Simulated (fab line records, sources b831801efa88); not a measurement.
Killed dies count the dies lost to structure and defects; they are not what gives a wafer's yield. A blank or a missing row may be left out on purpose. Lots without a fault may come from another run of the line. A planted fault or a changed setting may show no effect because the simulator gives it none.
Matching of chambers / flow sfq-line / cmp-01 running SFQ_TRILAYER_I2_CMP_CMP_064: 4 sister chambers
The step polishes SiO2. 8 wafers are shown with their chamber, then 7 later ones without.

WAFERS WITH THEIR CHAMBER
wafer=L514.3; chamber=3; motor-current-A (A)=10.2; time-to-endpoint-s (s)=219
wafer=L514.4; chamber=1; motor-current-A (A)=10.3; time-to-endpoint-s (s)=213
wafer=L514.6; chamber=0; motor-current-A (A)=10.6; time-to-endpoint-s (s)=212
wafer=L515.2; chamber=0; motor-current-A (A)=10.4; time-to-endpoint-s (s)=207
wafer=L515.5; chamber=2; motor-current-A (A)=9.5; time-to-endpoint-s (s)=211
wafer=L515.6; chamber=1; motor-current-A (A)=10.2; time-to-endpoint-s (s)=231
wafer=L517.2; chamber=3; motor-current-A (A)=10.2; time-to-endpoint-s (s)=223
wafer=L517.1; chamber=2; motor-current-A (A)=9.4; time-to-endpoint-s (s)=209

WAFERS WITHOUT THEIR CHAMBER
wafer=L517.3; motor-current-A (A)=9.8; time-to-endpoint-s (s)=221
wafer=L518.1; motor-current-A (A)=10.4; time-to-endpoint-s (s)=212
wafer=L518.2; motor-current-A (A)=10.7; time-to-endpoint-s (s)=212
wafer=L518.3; motor-current-A (A)=10.1; time-to-endpoint-s (s)=204
wafer=L524.1; motor-current-A (A)=10.4; time-to-endpoint-s (s)=211
wafer=L526.1; motor-current-A (A)=10.8; time-to-endpoint-s (s)=197
wafer=L526.4; motor-current-A (A)=9.8; time-to-endpoint-s (s)=213

WHICH CHAMBER EACH WENT THROUGH
wafer=L517.3; from the rows above=can't be placed: 2 or 3 or 1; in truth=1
wafer=L518.1; from the rows above=can't be placed: 0 or 1 or 3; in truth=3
wafer=L518.2; from the rows above=0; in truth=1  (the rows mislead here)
wafer=L518.3; from the rows above=can't be placed: 3 or 1 or 0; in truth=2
wafer=L524.1; from the rows above=can't be placed: 0 or 1 or 3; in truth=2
wafer=L526.1; from the rows above=0; in truth=0
wafer=L526.4; from the rows above=can't be placed: 2 or 3 or 1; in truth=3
Placed correctly: 1 of 7. Cannot be placed on the basis of these rows: 5; the candidates contain the true chamber in 3. 1 placed wrongly.
How it was worked out, from the rows above alone: a wafer's distance from a chamber is the root of the sum, over the readings, of the square of ((its reading less the chamber's mean) divided by the reading's scatter). If the next closest chamber is less than 2 further off than the closest, the wafer can't be placed; otherwise it belongs to the closest. For every chamber, the mean is computed from those of its wafers that are shown. How the scatter is found: for the shown wafers, subtract from each reading the mean of its chamber, square and add these, divide the total by (wafers less chambers), then take the root.
